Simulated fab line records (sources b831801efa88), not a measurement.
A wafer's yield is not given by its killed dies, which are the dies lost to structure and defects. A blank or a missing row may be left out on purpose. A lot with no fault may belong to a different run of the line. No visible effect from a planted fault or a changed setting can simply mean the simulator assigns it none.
Which tool is to blame? || flow gf180mcu || 14 lots with 42 wafers sampled at 4 steps, on a route of 602 steps

## WHAT THE GAUGES SHOWED, per wafer
GF_HV_LDD_OVL_MEAS_20.
{"lot": "L919", "measured": "day 10 16:31", "on": "overlay-02", "HV_LDD_01_OVL (nm)": "0.7 1.1 2.9"}
{"lot": "L920", "measured": "day 11 00:49", "on": "overlay-01", "HV_LDD_01_OVL (nm)": "1.7 0.6 -0.6"}
{"lot": "L921", "measured": "day 11 04:49", "on": "overlay-02", "HV_LDD_01_OVL (nm)": "0.8 1.1 2.1"}
{"lot": "L922", "measured": "day 11 11:45", "on": "overlay-02", "HV_LDD_01_OVL (nm)": "-0.5 1.2 0.1"}
{"lot": "L923", "measured": "day 12 01:22", "on": "overlay-01", "HV_LDD_01_OVL (nm)": "1.4 1.5 0.9"}
{"lot": "L924", "measured": "day 12 06:37", "on": "overlay-01", "HV_LDD_01_OVL (nm)": "3.6 1.7 3.2"}
{"lot": "L925", "measured": "day 12 15:07", "on": "overlay-02", "HV_LDD_01_OVL (nm)": "1.3 2.2 2.6"}
{"lot": "L926", "measured": "day 13 06:28", "on": "overlay-01", "HV_LDD_01_OVL (nm)": "0.9 -0.2 1.6"}
{"lot": "L935", "measured": "day 15 20:16", "on": "overlay-02", "HV_LDD_01_OVL (nm)": "-1.4 -1.7 -1.6"}
{"lot": "L936", "measured": "day 16 01:19", "on": "overlay-02", "HV_LDD_01_OVL (nm)": "1.1 0.5 0.7"}
{"lot": "L937", "measured": "day 16 08:13", "on": "overlay-02", "HV_LDD_01_OVL (nm)": "1.8 1.0 1.3"}
{"lot": "L938", "measured": "day 16 19:46", "on": "overlay-01", "HV_LDD_01_OVL (nm)": "2.1 1.5 2.8"}
{"lot": "L940", "measured": "day 17 09:22", "on": "overlay-01", "HV_LDD_01_OVL (nm)": "1.2 2.0 1.7"}
{"lot": "L941", "measured": "day 17 15:07", "on": "overlay-01", "HV_LDD_01_OVL (nm)": "-0.8 0.6 1.4"}

GF_HV_LDD_OVL_MEAS_32.
{"lot": "L919", "measured": "day 11 10:52", "on": "overlay-01", "HV_LDD_02_OVL (nm)": "0.7 1.0 -0.5"}
{"lot": "L920", "measured": "day 11 19:21", "on": "overlay-01", "HV_LDD_02_OVL (nm)": "0.4 2.0 0.2"}
{"lot": "L921", "measured": "day 11 23:49", "on": "overlay-01", "HV_LDD_02_OVL (nm)": "-0.2 1.3 0.4"}
{"lot": "L922", "measured": "day 12 06:42", "on": "overlay-02", "HV_LDD_02_OVL (nm)": "-1.0 -0.5 -1.2"}
{"lot": "L923", "measured": "day 12 20:57", "on": "overlay-02", "HV_LDD_02_OVL (nm)": "-2.3 -1.3 -1.5"}
{"lot": "L924", "measured": "day 13 02:12", "on": "overlay-01", "HV_LDD_02_OVL (nm)": "1.2 4.8 2.2"}
{"lot": "L925", "measured": "day 13 10:55", "on": "overlay-02", "HV_LDD_02_OVL (nm)": "-2.5 0.2 0.1"}
{"lot": "L926", "measured": "day 14 03:28", "on": "overlay-02", "HV_LDD_02_OVL (nm)": "2.1 2.2 1.3"}
{"lot": "L935", "measured": "day 16 18:58", "on": "overlay-01", "HV_LDD_02_OVL (nm)": "-3.9 -3.2 -2.3"}
{"lot": "L936", "measured": "day 17 00:04", "on": "overlay-02", "HV_LDD_02_OVL (nm)": "-1.4 -0.1 0.1"}
{"lot": "L937", "measured": "day 17 06:40", "on": "overlay-02", "HV_LDD_02_OVL (nm)": "1.6 2.0 1.9"}
{"lot": "L938", "measured": "day 17 19:13", "on": "overlay-02", "HV_LDD_02_OVL (nm)": "-1.2 -2.4 -0.4"}
{"lot": "L940", "measured": "day 18 08:49", "on": "overlay-02", "HV_LDD_02_OVL (nm)": "-1.2 -1.1 -2.8"}
{"lot": "L941", "measured": "day 18 14:40", "on": "overlay-02", "HV_LDD_02_OVL (nm)": "0.9 0.2 -1.0"}

GF_SALICIDE_THK_MEAS_05: measures by xrf.
{"lot": "L919", "measured": "day 15 00:53", "on": "film metro-03", "SALICIDE_TIN_THK (nm)": "20.2 20.2 20.4"}
{"lot": "L920", "measured": "day 15 10:03", "on": "film metro-03", "SALICIDE_TIN_THK (nm)": "20.0 20.0 20.0"}
{"lot": "L921", "measured": "day 15 18:04", "on": "film metro-02", "SALICIDE_TIN_THK (nm)": "20.4 20.3 20.0"}
{"lot": "L922", "measured": "day 15 23:49", "on": "film metro-02", "SALICIDE_TIN_THK (nm)": "20.3 20.5 20.6"}
{"lot": "L923", "measured": "day 16 14:50", "on": "film metro-02", "SALICIDE_TIN_THK (nm)": "20.0 20.3 20.1"}
{"lot": "L924", "measured": "day 16 20:34", "on": "film metro-03", "SALICIDE_TIN_THK (nm)": "20.9 20.6 20.3"}
{"lot": "L925", "measured": "day 17 07:31", "on": "film metro-03", "SALICIDE_TIN_THK (nm)": "19.9 20.0 19.8"}
{"lot": "L926", "measured": "day 18 01:33", "on": "film metro-02", "SALICIDE_TIN_THK (nm)": "20.3 20.5 20.4"}
{"lot": "L935", "measured": "day 20 22:13", "on": "film metro-02", "SALICIDE_TIN_THK (nm)": "20.6 20.1 20.4"}
{"lot": "L936", "measured": "day 21 04:49", "on": "film metro-03", "SALICIDE_TIN_THK (nm)": "19.8 20.0 19.7"}
{"lot": "L937", "measured": "day 21 11:34", "on": "film metro-02", "SALICIDE_TIN_THK (nm)": "20.5 20.1 20.5"}
{"lot": "L938", "measured": "day 22 00:23", "on": "film metro-03", "SALICIDE_TIN_THK (nm)": "20.8 20.3 20.7"}
{"lot": "L940", "measured": "day 22 15:07", "on": "film metro-02", "SALICIDE_TIN_THK (nm)": "20.2 20.6 20.3"}
{"lot": "L941", "measured": "day 22 19:55", "on": "film metro-03", "SALICIDE_TIN_THK (nm)": "20.6 20.6 20.7"}

## WHICH TOOL RAN EACH LOT (tool, then ch and the chambers of the sampled wafers, then the start)
{"lot": "L919", "GF_PSD_DEVELOP_06": "litho track-04 ch 0, day 14 01:59"}
{"lot": "L920", "GF_PSD_DEVELOP_06": "litho track-01 ch 0, day 14 11:17"}
{"lot": "L921", "GF_PSD_DEVELOP_06": "litho track-02 ch 0, day 14 19:03"}
{"lot": "L922", "GF_PSD_DEVELOP_06": "litho track-02 ch 0, day 15 00:38"}
{"lot": "L923", "GF_PSD_DEVELOP_06": "litho track-02 ch 0, day 15 14:50"}
{"lot": "L924", "GF_PSD_DEVELOP_06": "litho track-04 ch 0, day 15 20:26"}
{"lot": "L925", "GF_PSD_DEVELOP_06": "litho track-02 ch 0, day 16 07:37"}
{"lot": "L926", "GF_PSD_DEVELOP_06": "litho track-04 ch 0, day 17 00:51"}
{"lot": "L935", "GF_PSD_DEVELOP_06": "litho track-02 ch 0, day 19 21:10"}
{"lot": "L936", "GF_PSD_DEVELOP_06": "litho track-02 ch 0, day 20 03:51"}
{"lot": "L937", "GF_PSD_DEVELOP_06": "litho track-04 ch 0, day 20 10:20"}
{"lot": "L938", "GF_PSD_DEVELOP_06": "litho track-04 ch 0, day 20 23:11"}
{"lot": "L940", "GF_PSD_DEVELOP_06": "litho track-01 ch 0, day 21 14:28"}
{"lot": "L941", "GF_PSD_DEVELOP_06": "litho track-04 ch 0, day 21 18:53"}
- GF_PSD_DEVELOP_06: develop time 60 s.

## WHAT THE TOOLS THEMSELVES READ (means of the sampled wafers that have a number; where no wafer has one, the mark that the record gives instead)
GF_PSD_DEVELOP_06.
{"lot": "L919", "tool": "litho track-04", "developer temp C (C)": 22.90}
{"lot": "L920", "tool": "litho track-01", "developer temp C (C)": 22.88}
{"lot": "L921", "tool": "litho track-02", "developer temp C (C)": 22.96}
{"lot": "L922", "tool": "litho track-02", "developer temp C (C)": 22.94}
{"lot": "L923", "tool": "litho track-02", "developer temp C (C)": 23.02}
{"lot": "L924", "tool": "litho track-04", "developer temp C (C)": 23.03}
{"lot": "L925", "tool": "litho track-02", "developer temp C (C)": 23.06}
{"lot": "L926", "tool": "litho track-04", "developer temp C (C)": 23.07}
{"lot": "L935", "tool": "litho track-02", "developer temp C (C)": 22.34}
{"lot": "L936", "tool": "litho track-02", "developer temp C (C)": 22.38}
{"lot": "L937", "tool": "litho track-04", "developer temp C (C)": 22.94}
{"lot": "L938", "tool": "litho track-04", "developer temp C (C)": 22.83}
{"lot": "L940", "tool": "litho track-01", "developer temp C (C)": 22.98}
{"lot": "L941", "tool": "litho track-04", "developer temp C (C)": 23.00}

## THE ANSWER, worked out from the rows above alone
Rule: the usual values come from the lots themselves. Put in order of their means at a reading, lots are off if they are a third of the lots or fewer, leave a main group of 4 or more, and stand apart from it by a gap of 3 or more times the standard deviation of the main group's means; of several such gaps the widest counts. A main group is skipped when, at the precision printed for the reading in the tables above, its means are all equal. Also off: a lot with no number at a reading for which 4 or more lots have one. The other lots that the step has rows for count as sound. After the gauges, taken in route order, come the tools' own readings; for these a lot's mean is taken, as printed above. At the first step where some lot is off, the reading lying furthest off is the one used; lots without a number count as furthest.
Off: L935, L936 (GF_PSD_DEVELOP_06, developer temp C). The main group: mean 22.97 C, standard deviation 0.07.
If a tool, at that step or one of the process steps before it, ran each lot that is off and ran no sound lot following the first of them, it fits. One fits: GF_PSD_DEVELOP_06 on litho track-02. A fault onset in the window from L925 (day 16 07:37, its last sound lot) to L935 (day 19 21:10, its first lot off) fits.
The tool's own readings at GF_PSD_DEVELOP_06 bear it out: on the lots that are off they differ by more than 5 times the standard deviation of the sound lots' means. developer temp C reads 22.36 C there against 22.97 C on the sound lots.

## WHAT THE SIMULATOR HAD PUT IN
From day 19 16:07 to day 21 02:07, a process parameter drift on litho track-02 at GF_PSD_DEVELOP_06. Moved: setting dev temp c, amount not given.
Lots struck among those shown: L935, L936. The rule above reached the same finding.
